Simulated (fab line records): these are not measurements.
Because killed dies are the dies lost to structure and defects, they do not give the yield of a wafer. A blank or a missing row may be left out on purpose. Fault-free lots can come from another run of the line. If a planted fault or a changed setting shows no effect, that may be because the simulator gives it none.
The tool behind it: which one? -- flow gf180mcu -- 14 lots with 42 wafers sampled at 2 steps, on a route of 602 steps

## WHAT THE GAUGES SHOWED, per wafer
GF_M5_CD_MEAS_07: the cd target is 280 nm.
lot,measured,on,cd-nm (nm)
L213,day 26 15:29,cd-sem-01,279.2 279.3 279.2
L214,day 27 01:15,cd-sem-02,278.6 279.3 279.6
L215,day 27 04:48,cd-sem-02,278.7 277.1 278.4
L217,day 27 18:38,cd-sem-02,279.8 279.8 281.5
L218,day 28 03:31,cd-sem-02,278.4 278.5 279.8
L219,day 28 09:14,cd-sem-02,279.7 279.7 279.6
L220,day 28 13:52,cd-sem-02,280.6 281.3 280.3
L221,day 29 01:11,cd-sem-02,277.7 280.4 280.3
L222,day 29 06:58,cd-sem-01,279.5 278.6 280.1
L223,day 29 11:58,cd-sem-02,279.8 280.0 279.1
L224,day 29 21:34,cd-sem-02,279.3 279.8 279.3
L225,day 30 01:33,cd-sem-02,278.0 278.3 276.9
L227,day 30 18:05,cd-sem-01,278.8 280.1 279.2
L230,day 31 10:46,cd-sem-02,280.2 279.3 278.6

## EACH LOT AND THE TOOL THAT RAN IT (in order: tool; ch and the chambers of the sampled wafers; start)
lot,GF_STI_OXIDATION_01
L213,"furnace-02 ch 0, day 1 10:45"
L214,"furnace-01 ch 0, day 1 15:07"
L215,"furnace-02 ch 0, day 1 20:07"
L217,"furnace-02 ch 0, day 2 06:36"
L218,"furnace-02 ch 0, day 2 11:07"
L219,"furnace-02 ch 0, day 2 16:07"
L220,"furnace-02 ch 0, day 2 21:10"
L221,"furnace-01 ch 0, day 3 02:17"
L222,"furnace-02 ch 0, day 3 07:07"
L223,"furnace-01 ch 0, day 3 12:07"
L224,"furnace-01 ch 0, day 3 17:30"
L225,"furnace-01 ch 0, day 3 23:08"
L227,"furnace-01 ch 0, day 4 08:45"
L230,"furnace-01 ch 0, day 4 23:07"
- GF_STI_OXIDATION_01: stabilise 600 s, purge 300 s, target thk 10 nm.

## AS READ BY THE TOOLS THEMSELVES (means over the sampled wafers that have a number; for cases with no such wafer, the mark the record gives instead)
GF_STI_OXIDATION_01.
lot,tool,spike-tc-top-C (C),zone-power-top-pct (%)
L213,furnace-02,912,32.9
L214,furnace-01,918,37.2
L215,furnace-02,911,32.6
L217,furnace-02,911,32.4
L218,furnace-02,911,32.5
L219,furnace-02,910,32.6
L220,furnace-02,910,32.5
L221,furnace-01,918,37.5
L222,furnace-02,911,32.6
L223,furnace-01,918,37.6
L224,furnace-01,919,37.2
L225,furnace-01,918,37.3
L227,furnace-01,918,37.7
L230,furnace-01,918,37.6

## THE ANSWER, worked out from the rows above alone
Rule: what is usual is taken from the lots themselves. Put in order of their means at a reading, lots are off if they are a third of the lots or fewer, leave a main group of 4 or more, and stand apart from it by a gap of 3 or more times the standard deviation of the main group's means; of several such gaps the widest counts. Not used: any main group whose means are identical at the precision the tables above print for the reading. Also off: a lot with no number at a reading for which 4 or more lots have one. Any other lot the step has rows for is counted as sound. After the gauges, taken in route order, come the tools' own readings; for these a lot's mean is taken, as printed above. At the first step where some lot is off, the reading lying furthest off is the one used; lots without a number count as furthest.
No lot is off at any reading shown: from this, nothing can be told.

## WHAT WAS PUT IN BY THE SIMULATOR
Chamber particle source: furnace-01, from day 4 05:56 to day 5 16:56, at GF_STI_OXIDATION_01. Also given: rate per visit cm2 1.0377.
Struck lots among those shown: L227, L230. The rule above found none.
